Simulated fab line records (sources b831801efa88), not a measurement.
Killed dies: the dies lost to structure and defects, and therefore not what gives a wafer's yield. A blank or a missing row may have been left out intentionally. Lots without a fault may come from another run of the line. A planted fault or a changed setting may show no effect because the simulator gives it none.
Which tool was responsible?	flow sky130	30 wafers from 10 lots sampled at 4 of the route's 708 steps

## WHAT THE GAUGES SHOWED, per wafer
SKY_METAL1_THK_MEAS_06: measures by xrf. Usual: METAL1_ALCU_THK gives 246.5 nm (standard deviation 2.6).
lot	measured	on	METAL1_ALCU_THK (nm)	flag
L643	day 32 17:54	film metro-03	249.5 250.3 249.7	
L642	day 32 19:22	film metro-01	246.7 245.5 243.9	
L646	day 33 08:24	film metro-01	246.4 244.9 246.1	
L647	day 34 01:19	film metro-04	247.9 247.2 249.7	
L649	day 34 11:56	film metro-04	242.7 242.4 245.1	
L656	day 36 12:49	film metro-04	245.8 242.0 242.4	
L659	day 37 12:35	film metro-04	248.8 249.6 248.5	
L660	day 37 20:07	film metro-04	246.5 243.1 246.1	
L661	day 37 21:09	film metro-03	251.4 249.2 253.3	
L663	day 38 08:10	film metro-01	244.2 243.1 245.3	

SKY_METAL2_RS_MEAS_05: uses a four-point probe to measure. Usual: METAL2_ALCU_RS gives 0.1263 ohm/sq (standard deviation 0.0013).
lot	measured	on	METAL2_ALCU_RS (ohm/sq)	flag
L643	day 35 01:55	film metro-02	0.1277 0.1279 0.1287	
L642	day 35 03:23	film metro-03	0.1275 0.1275 0.1270	
L646	day 35 16:11	film metro-02	0.1259 0.1254 0.1246	
L647	day 36 09:47	film metro-02	0.1276 0.1281 0.1269	
L649	day 36 19:44	film metro-02	0.1249 0.1242 0.1245	
L656	day 38 19:26	film metro-04	0.1268 0.1054 0.1262	OFF
L659	day 39 17:36	film metro-03	0.1273 0.1276 0.1258	
L660	day 40 01:55	film metro-04	0.1281 0.1266 0.1251	
L661	day 40 02:28	film metro-03	0.1270 0.1268 0.1254	
L663	day 40 13:04	film metro-04	0.1256 0.1244 0.1257	

SKY_METAL2_THK_MEAS_06: measures by xrf. Usual: METAL2_ALCU_THK gives 247.9 nm (standard deviation 2.7).
lot	measured	on	METAL2_ALCU_THK (nm)	flag
L643	day 35 02:02	film metro-02	245.0 246.3 243.9	
L642	day 35 03:29	film metro-03	247.3 246.9 244.7	
L646	day 35 16:18	film metro-02	247.6 250.1 249.8	
L647	day 36 09:53	film metro-02	245.0 245.1 244.3	
L649	day 36 19:51	film metro-02	250.2 251.7 250.3	
L656	day 38 19:33	film metro-04	248.0 295.8 246.3	OFF
L659	day 39 17:41	film metro-03	243.8 244.6 247.6	
L660	day 40 02:02	film metro-04	244.4 247.1 250.1	
L661	day 40 02:35	film metro-03	245.8 245.5 251.2	
L663	day 40 13:10	film metro-04	249.4 250.4 247.8	

## WHICH TOOL RAN EACH LOT (tool, then ch and the chambers of the sampled wafers, then the start)
lot	SKY_METAL2_SPUTTER_02
L643	pvd sputter-02, day 35 01:49
L642	pvd sputter-03, day 35 03:15
L646	pvd sputter-01, day 35 16:05
L647	pvd sputter-03, day 36 09:38
L649	pvd sputter-02, day 36 19:38
L656	pvd sputter-02, day 38 19:20
L659	pvd sputter-01, day 39 17:27
L660	pvd sputter-01, day 40 01:49
L661	pvd sputter-03, day 40 02:22
L663	pvd sputter-01, day 40 12:56
- SKY_METAL2_SPUTTER_02: material AlCu, target thk 250 nm, time 13.3 s.

## WHAT THE TOOLS THEMSELVES READ (means of the sampled wafers that have a number; where no wafer has one, the mark that the record gives instead)
SKY_METAL2_SPUTTER_02. Usual: throttle valve pct reads 30.5 % (standard deviation 1.2).
lot	tool	throttle valve pct (%)	flag
L643	pvd sputter-02	30.4	
L642	pvd sputter-03	29.9	
L646	pvd sputter-01	31.6	
L647	pvd sputter-03	30.2	
L649	pvd sputter-02	31.1	
L656	pvd sputter-02	31.7	
L659	pvd sputter-01	31.5	
L660	pvd sputter-01	30.3	
L661	pvd sputter-03	30.7	
L663	pvd sputter-01	30.7	

## THE ANSWER, worked out from the rows above alone
Rule: take the mean of a lot's wafers that have a number; if it is more than 3 standard deviations from the usual mean, the lot is off. Also off: a lot with no number at a reading for which 4 or more lots have one. All remaining lots with rows at the step are treated as sound. Order of review: gauges by route order, followed by the tools' own readings, for which a lot's mean as printed above is used. The first step at which some lot is off is used, and at that step the reading that is off furthest; a lot without a number counts as furthest.
Off: L656, at SKY_METAL2_RS_MEAS_05 (METAL2_ALCU_RS).
A tool fits if, at a process step before that reading, it ran every lot that is off, and no sound lot after the first of them. Gauges at SKY_METAL2_RS_MEAS_05: tried the same way as those tools. One fits: pvd sputter-02 at SKY_METAL2_SPUTTER_02. A fault onset in the window from L649 (day 36 19:38, its last sound lot) to L656 (day 38 19:20, its first lot off) fits.

## WHAT WAS PUT IN BY THE SIMULATOR
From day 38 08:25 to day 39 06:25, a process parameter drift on pvd sputter-02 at SKY_METAL2_SPUTTER_02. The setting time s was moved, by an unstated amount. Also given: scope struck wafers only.
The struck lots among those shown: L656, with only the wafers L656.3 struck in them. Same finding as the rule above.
